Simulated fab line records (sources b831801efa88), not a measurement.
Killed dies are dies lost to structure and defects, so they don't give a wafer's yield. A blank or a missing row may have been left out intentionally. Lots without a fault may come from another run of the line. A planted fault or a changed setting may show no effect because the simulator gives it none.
Which tool did it? / flow gf180mcu / 32 wafers from 11 lots sampled at 2 of the route's 602 steps

== WHAT THE GAUGES SHOWED, per wafer ==
GF_V3_BOW_MEAS_05.
lot=L177; measured=day 23 00:17; on=film metro-04; V3_BOW (um)=128 131 135
lot=L178; measured=day 23 13:40; on=film metro-04; V3_BOW (um)=106 115 120
lot=L179; measured=day 23 16:37; on=film metro-01; V3_BOW (um)=121 121 133
lot=L182; measured=day 24 22:38; on=film metro-01; V3_BOW (um)=118 115 131
lot=L184; measured=day 25 05:01; on=film metro-04; V3_BOW (um)=105 112 120
lot=L185; measured=day 25 16:53; on=film metro-02; V3_BOW (um)=105 111 124
lot=L186; measured=day 26 02:10; on=film metro-01; V3_BOW (um)=121 130 121
lot=L187; measured=day 26 06:36; on=film metro-04; V3_BOW (um)=101 108 121
lot=L190; measured=day 27 05:13; on=film metro-01; V3_BOW (um)=110 114 120 - - -
lot=L192; measured=day 27 19:13; on=film metro-04; V3_BOW (um)=120 120
lot=L195; measured=day 28 14:51; on=film metro-01; V3_BOW (um)=108 116 103

== EACH LOT AND THE TOOL THAT RAN IT (in order: tool; ch and the chambers of the sampled wafers; start) ==
lot=L177; GF_V3_CMP_04=cmp-01 ch 1,2, day 23 00:01
lot=L178; GF_V3_CMP_04=cmp-01 ch 0,2,3, day 23 13:15
lot=L179; GF_V3_CMP_04=cmp-01 ch 0,2,3, day 23 16:18
lot=L182; GF_V3_CMP_04=cmp-02 ch 1,2, day 24 22:21
lot=L184; GF_V3_CMP_04=cmp-02 ch 1,2,3, day 25 04:43
lot=L185; GF_V3_CMP_04=cmp-02 ch 0,1,2, day 25 16:40
lot=L186; GF_V3_CMP_04=cmp-01 ch 1,2,3, day 26 01:58
lot=L187; GF_V3_CMP_04=cmp-01 ch 0,1, day 26 06:16
lot=L190; GF_V3_CMP_04=cmp-01 ch 0,1, day 27 04:56
lot=L192; GF_V3_CMP_04=cmp-01 ch 2,3, day 27 18:58
lot=L195; GF_V3_CMP_04=cmp-02 ch 0,1,3, day 28 14:33
- GF_V3_CMP_04: polishes SiO2.

== THE ANSWER, worked out from the rows above alone ==
Rule: usual is defined by the lots themselves. Put in order of their means at a reading, lots are off if they are a third of the lots or fewer, leave a main group of 4 or more, and stand apart from it by a gap of 3 or more times the standard deviation of the main group's means; of several such gaps the widest counts. A main group whose means are all the same, to the digits that the tables above print for the reading, isn't used. Also off: a lot with no number at a reading for which 4 or more lots have one. Any other lot the step has rows for is counted as sound.
Nothing can be told from this: no lot is off at any reading shown.

== WHAT THE SIMULATOR HAD INSERTED ==
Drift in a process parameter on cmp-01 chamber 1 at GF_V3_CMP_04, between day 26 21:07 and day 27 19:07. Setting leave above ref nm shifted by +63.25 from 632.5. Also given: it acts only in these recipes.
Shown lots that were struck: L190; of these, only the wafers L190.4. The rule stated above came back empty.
